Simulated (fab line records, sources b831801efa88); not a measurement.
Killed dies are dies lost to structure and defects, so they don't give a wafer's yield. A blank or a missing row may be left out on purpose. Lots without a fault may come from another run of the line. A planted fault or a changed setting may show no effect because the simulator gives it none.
A struck lot beside a sound one | flow sky130 | 16 steps out of a route of 708
Sound: wafers L600.3, L600.4, L600.5. Struck: wafers L606.2, L606.3, L606.4. The cause comes at the end.
At each step with rows: each side's tool, then ch and its chambers, then its first start. Under that, the readings that differ: sound wafers | struck wafers | difference of the means | sigmas: that difference in standard deviations of wafers without a fault.
alike: readings whose means differ by less than 2 such deviations, and words and numbers that are the same on both sides. not compared: withheld readings, readings that some wafer has no value for, bounds like >300 that may hide the same value, and numbers for which the record gives no deviation and whose values overlap.
The two part at a step that has a row with sigmas, a row that says differs or no value, or rows on one side only. Numbers that don't overlap but have no deviation are shown without sigmas and don't part them. A reading that every wafer of one side lacks parts them only if that side has two wafers or more.

first, 2 steps without rows for these wafers: SKY_METAL4_PEB_11; SKY_METAL4_DEVELOP_12 (develop time 60 s).
SKY_METAL4_CD_MEAS_13: target cd 300 nm.
  sound on cd_sem-02, day 44 04:21; struck on cd_sem-02, day 45 07:34
  alike: cd_nm
SKY_METAL4_OVL_MEAS_14:
  sound on overlay-02, day 44 04:27; struck on overlay-01, day 45 07:40
  alike: METAL4_OVL
SKY_METAL4_DESCUM_15: chemistry O2, time 8 s.
  sound on rie_metal-03 ch 0,1, day 44 04:29; struck on rie_metal-03 ch 0,1, day 45 07:42
  alike: drypump_motor_current_A, oes_product_au
  not compared: rf_hours_counter_h
SKY_METAL4_ETCH_16: etches BARC in N2/H2, stops on SiO2, time 88.2 s, target depth 60 nm.
  sound on rie_metal-03 ch 0,1, day 44 04:32; struck on rie_metal-03 ch 0,1, day 45 07:44
  alike: drypump_motor_current_A, oes_product_au, throttle_valve_pct
  not compared: rf_hours_counter_h
then, 1 step without rows for these wafers: SKY_METAL4_ETCH_17 (etches SiO2 in C4F8/O2/Ar, stops on TiN, time 3.9 s, target depth 15 nm).
SKY_METAL4_METAL_ETCH_18: etches the open film in Cl2/BCl3, stops on SiO2, target depth 845 nm, time 183.1 s.
  sound on rie_metal-02 ch 0,1, day 44 04:41; struck on rie_metal-01 ch 0,1, day 45 07:51
  alike: drypump_motor_current_A, oes_product_au, throttle_valve_pct
  not compared: rf_hours_counter_h
SKY_METAL4_STRIP_19: strips in O2/N2.
  sound on plasma_asher-03 ch 0,1, day 44 04:50; struck on plasma_asher-01 ch 0,1, day 45 08:02
  alike: drypump_motor_current_A, oes_product_au, strip_time_to_endpoint_s
  not compared: rf_hours_counter_h
then, 3 steps without rows for these wafers: SKY_METAL4_STRIP_20 (strips in post etch residue remover, time 1200 s); SKY_METAL4_CLEAN_21 (cleans in IPA, time 180 s); SKY_METAL4_CLEAN_22 (cleans in O3/DIW).
SKY_VIA4_HDPCVD_00: deposits SiO2, target thk 1750 nm, time 291.7 s.
  sound on hdpcvd-02 ch 0,1,2, day 44 05:23; struck on hdpcvd-01 ch 1,2, day 45 08:41
  reading                                  | sound             | struck            | difference | sigmas
  sih4_flow_sccm (sccm)                    | 59.80 60.06 59.93 | 90.25 90.06 89.94 | +30.15     | +99 or more
  model.SiO2_of_VIA4_HDPCVD_00.thk_nm (nm) | 1715 1731 1717    | 2627 2631 2637    | +911       |
SKY_VIA4_THK_MEAS_01:
  sound on film_metro-03, day 44 05:35; struck on film_metro-01, day 45 08:53
  reading              | sound          | struck         | difference | sigmas
  VIA4_HDPCVD_THK (nm) | 1715 1730 1718 | 2629 2633 2635 | +911       | +54
SKY_VIA4_CMP_02: polishes SiO2.
  sound on cmp-01 ch 1,2, day 44 05:38; struck on cmp-02 ch 0,1,3, day 45 08:56
  alike: edge_zone_pressure_frac, motor_current_A
-- the record jumps here: 4 days lie between the struck wafers' starts before and after (it left off in module VIA4 and takes up again in module PAD_OPEN, whose first step shown is number 708 of the route) --
SKY_PAD_OPEN_PROBE_99:
  the record has rows for the struck wafers here (prober-02, day 49 00:12) and none for the sound ones

WHERE THEY PART
First at SKY_VIA4_HDPCVD_00; last, within this record, at SKY_PAD_OPEN_PROBE_99.

WHY: what the simulator had put in
Process parameter drift: hdpcvd-01, from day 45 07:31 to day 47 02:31, at SKY_VIA4_HDPCVD_00. Setting sih4_flow_sccm, moved by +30, from 60. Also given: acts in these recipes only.
